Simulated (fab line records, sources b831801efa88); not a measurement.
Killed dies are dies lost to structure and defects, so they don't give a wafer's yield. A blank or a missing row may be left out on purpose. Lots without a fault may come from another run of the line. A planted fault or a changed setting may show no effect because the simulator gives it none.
A struck lot beside a sound one | flow sky130 | 15 steps out of a route of 708
Sound: wafers L777.2, L777.4, L777.6. Struck: wafers L784.2, L784.6. (L784.3 of the same lot was not struck and is left out.) The cause comes at the end.
At each step with rows: each side's tool, then ch and its chambers, then its first start. Under that, the readings that differ: sound wafers | struck wafers | difference of the means | sigmas: that difference in standard deviations of wafers without a fault.
alike: readings whose means differ by less than 2 such deviations, and words and numbers that are the same on both sides. not compared: withheld readings, readings that some wafer has no value for, bounds like >300 that may hide the same value, and numbers for which the record gives no deviation and whose values overlap.
The two part at a step that has a row with sigmas, a row that says differs or no value, or rows on one side only. Numbers that don't overlap but have no deviation are shown without sigmas and don't part them. A reading that every wafer of one side lacks parts them only if that side has two wafers or more.

first, 7 steps without rows for these wafers: SKY_METAL3_HMDS_06 (prime time 60 s); SKY_METAL3_COAT_07 (resist thk 60 nm); SKY_METAL3_COAT_08 (resist thk 1140 nm); SKY_METAL3_SOFTBAKE_09 (time 90 s); SKY_METAL3_EXPOSE_10 (exposes mask MM3, target cd 300 nm); SKY_METAL3_PEB_11; SKY_METAL3_DEVELOP_12 (develop time 60 s).
SKY_METAL3_CD_MEAS_13: target cd 300 nm.
  sound on cd_sem-02, day 39 20:51; struck on cd_sem-01, day 42 10:53
  alike: cd_nm
SKY_METAL3_OVL_MEAS_14:
  sound on overlay-01, day 39 20:58; struck on overlay-02, day 42 11:00
  alike: METAL3_OVL
SKY_METAL3_DESCUM_15: chemistry O2, time 8 s.
  sound on rie_metal-04 ch 0,1, day 39 20:59; struck on rie_metal-01 ch 0,1, day 42 11:02
  alike: drypump_motor_current_A, oes_product_au, temp_c
  not compared: rf_hours_counter_h
SKY_METAL3_ETCH_16: etches BARC in N2/H2, stops on SiO2, time 88.2 s, target depth 60 nm.
  sound on rie_metal-04 ch 0,1, day 39 21:01; struck on rie_metal-01 ch 0,1, day 42 11:04
  alike: chamber_pressure_mTorr, drypump_motor_current_A, oes_product_au, throttle_valve_pct
  not compared: rf_hours_counter_h
SKY_METAL3_ETCH_17: etches SiO2 in C4F8/O2/Ar, stops on TiN, time 3.9 s, target depth 15 nm.
  sound on rie_diel-04 ch 0,2,3, day 39 21:07; struck on rie_diel-01 ch 1, day 42 11:10
  alike: chamber_pressure_mTorr, oes_product_au
  not compared: rf_hours_counter_h
SKY_METAL3_METAL_ETCH_18: etches the open film in Cl2/BCl3, stops on SiO2, target depth 845 nm, time 183.1 s.
  sound on rie_metal-02 ch 0, day 39 21:08; struck on rie_metal-02 ch 1, day 42 11:11
  reading                        | sound              | struck        | difference | sigmas
  chamber_pressure_mTorr (mTorr) | 10.000 9.985 9.991 | 11.997 12.005 | +2.009     | +99 or more
  alike: drypump_motor_current_A, oes_product_au, throttle_valve_pct
  not compared: rf_hours_counter_h
SKY_METAL3_STRIP_19: strips in O2/N2.
  sound on plasma_asher-02 ch 0,1, day 39 21:19; struck on plasma_asher-02 ch 1, day 42 11:21
  alike: drypump_motor_current_A, oes_product_au, strip_time_to_endpoint_s
  not compared: rf_hours_counter_h
-- the record jumps here: 7 days lie between the struck wafers' starts before and after (it left off in module METAL3 and takes up again in module PAD_OPEN, whose first step shown is number 708 of the route) --
SKY_PAD_OPEN_PROBE_99:
  sound on prober-01, day 46 23:02; struck on prober-02, day 49 01:35
  alike: defect_limited_yield, killed_at_M0_to_M3, killed_at_M4_up, killed_at_contacts, killed_at_front_end, killed_at_other, killed_dies, killed_open, killed_short, sort_bin_3_pad_short, sort_bin_5_function, sort_bin_6_memory, sort_n_pass, sort_yield_pct

WHERE THEY PART
Only at SKY_METAL3_METAL_ETCH_18, within this record. Later steps at which nothing parts them and some readings are alike: SKY_METAL3_STRIP_19, SKY_PAD_OPEN_PROBE_99.

WHY: what the simulator had put in
Process parameter drift: rie_metal-02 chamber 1, from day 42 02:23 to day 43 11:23, at SKY_METAL3_METAL_ETCH_18. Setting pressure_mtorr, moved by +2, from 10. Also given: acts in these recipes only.
